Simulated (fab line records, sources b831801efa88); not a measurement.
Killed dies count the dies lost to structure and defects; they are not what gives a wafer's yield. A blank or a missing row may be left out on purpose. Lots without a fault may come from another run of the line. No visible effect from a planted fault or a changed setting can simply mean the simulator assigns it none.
Check for tools in common	flow sky130	Sampled: 12 lots, 36 wafers

WHAT PROMPTED THE OPENING
SKY_NWELL_TW_MEAS_26, reading NWELL_2_TW: flagged on 2 of 12 lots. Wafers without a fault read 496, standard deviation 5.6.
Rule: a lot is flagged when every wafer of it that has a number lies more than 4 standard deviations from that mean, or none has a number. The other lots count as sound.

lot	measured	on	NWELL_2_TW, wafer by wafer	flag
L183	day 5 08:50	film_metro-03	495 497 494	
L184	day 5 14:14	film_metro-04	499 497 497	
L185	day 5 16:57	film_metro-04	497 494 500	
L186	day 5 22:23	film_metro-03	497 495 495	
L188	day 6 10:10	film_metro-03	493 494 493	
L191	day 7 09:04	film_metro-01	602 604 603	FLAGGED
L192	day 7 17:46	film_metro-04	503 500 502	
L193	day 7 18:19	film_metro-04	626 627 624	FLAGGED
L194	day 8 15:32	film_metro-04	502 502 501	
L197	day 9 09:02	film_metro-03	494 494 492	
L200	day 9 20:05	film_metro-03	495 493 495	
L204	day 10 14:38	film_metro-03	494 493 493	
Average over the flagged lots: 614; offset from the usual +118, equal to +21 standard deviations.

LOT BY LOT: THE TOOL USED
The record holds 3 process steps before the reading, out of a route of 708 steps. Read each cell as the tool, then ch plus the chambers that the sampled wafers visited, then the start.
lot	flag	SKY_FIELD_ISO_STRIP_16	SKY_NWELL_IMPLANT_24	SKY_NWELL_STRIP_25
L183		plasma_asher-03 ch 0,1, day 2 05:31	implanter-02 ch 0, day 5 08:35	plasma_asher-04 ch 0,1, day 5 08:44
L184		plasma_asher-03 ch 0,1, day 2 11:22	implanter-02 ch 0, day 5 14:00	plasma_asher-04 ch 0,1, day 5 14:08
L185		plasma_asher-01 ch 0,1, day 2 15:15	implanter-01 ch 0, day 5 16:42	plasma_asher-03 ch 0,1, day 5 16:51
L186		plasma_asher-03 ch 0,1, day 2 19:42	implanter-02 ch 0, day 5 22:08	plasma_asher-02 ch 0,1, day 5 22:17
L188		plasma_asher-03 ch 0,1, day 3 07:40	implanter-04 ch 0, day 6 09:56	plasma_asher-03 ch 1, day 6 10:04
L191	FLAGGED	plasma_asher-03 ch 0,1, day 3 22:28	implanter-04 ch 0, day 7 08:25	plasma_asher-02 ch 0,1, day 7 08:53
L192		plasma_asher-01 ch 0,1, day 4 05:16	implanter-01 ch 0, day 7 17:31	plasma_asher-03 ch 0,1, day 7 17:40
L193	FLAGGED	plasma_asher-02 ch 0,1, day 4 08:30	implanter-04 ch 0, day 7 17:48	plasma_asher-04 ch 0,1, day 7 18:14
L194		plasma_asher-03 ch 0,1, day 4 16:34	implanter-04 ch 0, day 8 15:17	plasma_asher-02 ch 0,1, day 8 15:26
L197		plasma_asher-03 ch 0,1, day 5 07:09	implanter-01 ch 0, day 9 08:48	plasma_asher-03 ch 0,1, day 9 08:56
L200		plasma_asher-03 ch 1, day 6 02:19	implanter-04 ch 0, day 9 19:50	plasma_asher-02 ch 1, day 9 19:59
L204		plasma_asher-02 ch 0,1, day 6 18:15	implanter-02 ch 0, day 10 14:24	plasma_asher-02 ch 0,1, day 10 14:32
What the steps here do:
- SKY_FIELD_ISO_STRIP_16: strips in O2/N2.
- SKY_NWELL_IMPLANT_24
- SKY_NWELL_STRIP_25: strips in O2/N2.
- SKY_NWELL_TW_MEAS_26

FLAGGED AGAINST TOTAL, ONE TOOL AT A TIME (gauges that did the reading follow at the end)
step	tool	lots run	flagged	share of the flagged lots	sound lots run after its first flagged lot
SKY_FIELD_ISO_STRIP_16	plasma_asher-01	2	0	none	-
SKY_FIELD_ISO_STRIP_16	plasma_asher-02	2	1	some	1 (L204)
SKY_FIELD_ISO_STRIP_16	plasma_asher-03	8	1	some	3 (L194,L197,L200)
SKY_NWELL_IMPLANT_24	implanter-01	3	0	none	-
SKY_NWELL_IMPLANT_24	implanter-02	4	0	none	-
SKY_NWELL_IMPLANT_24	implanter-04	5	2	all	2 (L194,L200)
SKY_NWELL_STRIP_25	plasma_asher-02	5	1	some	3 (L194,L200,L204)
SKY_NWELL_STRIP_25	plasma_asher-03	4	0	none	-
SKY_NWELL_STRIP_25	plasma_asher-04	3	1	some	0
SKY_NWELL_TW_MEAS_26	film_metro-01	1	1	some	0
SKY_NWELL_TW_MEAS_26	film_metro-03	6	0	none	-
SKY_NWELL_TW_MEAS_26	film_metro-04	5	1	some	1 (L194)

WHAT IS ALLOWED BY THE TABLE
All flagged lots share 1 row of the table, namely implanter-04 at SKY_NWELL_IMPLANT_24.
- implanter-04 at SKY_NWELL_IMPLANT_24: 2 of its 5 lots flagged. Sound lots followed the first flagged one (L194, L200) on it, something a lasting fault affecting the whole tool could not allow.
No row of the table ran every flagged lot and no sound lot after the first.

WHAT HAD BEEN PUT IN BY THE SIMULATOR
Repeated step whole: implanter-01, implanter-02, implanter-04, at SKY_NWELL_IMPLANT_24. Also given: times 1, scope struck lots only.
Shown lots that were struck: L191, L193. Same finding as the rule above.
